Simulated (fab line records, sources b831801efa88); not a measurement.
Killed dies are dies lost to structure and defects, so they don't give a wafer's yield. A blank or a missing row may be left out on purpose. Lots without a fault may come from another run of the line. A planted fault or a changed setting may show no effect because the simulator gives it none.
One fault seen from 2 desks | flow gf180mcu | each desk has only its own numbers; what lay behind them comes last

THE METROLOGY DESK
What the gauges read, lot by lot, whatever tool the lot ran on: means of the sampled wafers that have a number. A lot is out of limits, marked OUT, if its mean lies more than 4 standard deviations from the usual mean; the brackets give that distance.
Columns: A = TOP_METAL_ALCU_THK at GF_TOP_METAL_THK_MEAS_06, usual 904 nm; B = PASSIVATION_BOW at GF_PASSIVATION_BOW_MEAS_14, usual 138 um
lot  | first seen here | A   | B
L342 | day 27 09:41    | 907 | 131
L343 | day 27 11:56    | 906 | 121
L347 | day 28 17:05    | 903 | 133
L348 | day 29 04:25    | 906 | 152
L351 | day 30 10:29    | 899 | 133
L353 | day 30 20:53    | 901 | 145
L360 | day 32 10:55    | 888 | 138
L361 | day 32 15:50    | 920 | 134
L362 | day 32 21:06    | 895 | 145
L363 | day 33 03:41    | 910 | 136
L364 | day 33 06:50    | 906 | 129
L365 | day 33 17:14    | 893 | 152
This desk's finding: nothing out of limits on any of the 12 lots.

THE TOOL OWNER'S DESK: rie_si-02
The tool's own readings at GF_POLY_GATE_ETCH_13 (etches poly-Si in HBr/Cl2, stops on SiO2, target depth 198.5 nm, time 69.6 s): means of the sampled wafers that have a number, for each lot that ran on this tool. A lot is out of limits, marked OUT, if its mean lies more than 4 standard deviations from the usual mean; the brackets give that distance.
Columns: A = drypump_motor_current_A at GF_POLY_GATE_ETCH_13, usual 5.7 A; B = oes_product_au at GF_POLY_GATE_ETCH_13, usual 0.989 a.u.; C = throttle_valve_pct at GF_POLY_GATE_ETCH_13, usual 33.684 %
lot  | first seen here | A   | B     | C
L348 | day 10 23:28    | 5.5 | 0.986 | 33.683
L351 | day 12 02:20    | 5.8 | 0.982 | 33.682
L360 | day 14 13:29    | 5.6 | 0.986 | 33.688
L361 | day 14 19:56    | 5.8 | 1.002 | 33.682
L362 | day 15 01:56    | 5.8 | 0.986 | 33.683
This desk's finding: nothing out of limits on any of the 5 lots.

PUT TOGETHER
The metrology desk saw nothing out of limits.
The tool owner's desk saw nothing out of limits.

WHAT THE SIMULATOR HAD PUT IN
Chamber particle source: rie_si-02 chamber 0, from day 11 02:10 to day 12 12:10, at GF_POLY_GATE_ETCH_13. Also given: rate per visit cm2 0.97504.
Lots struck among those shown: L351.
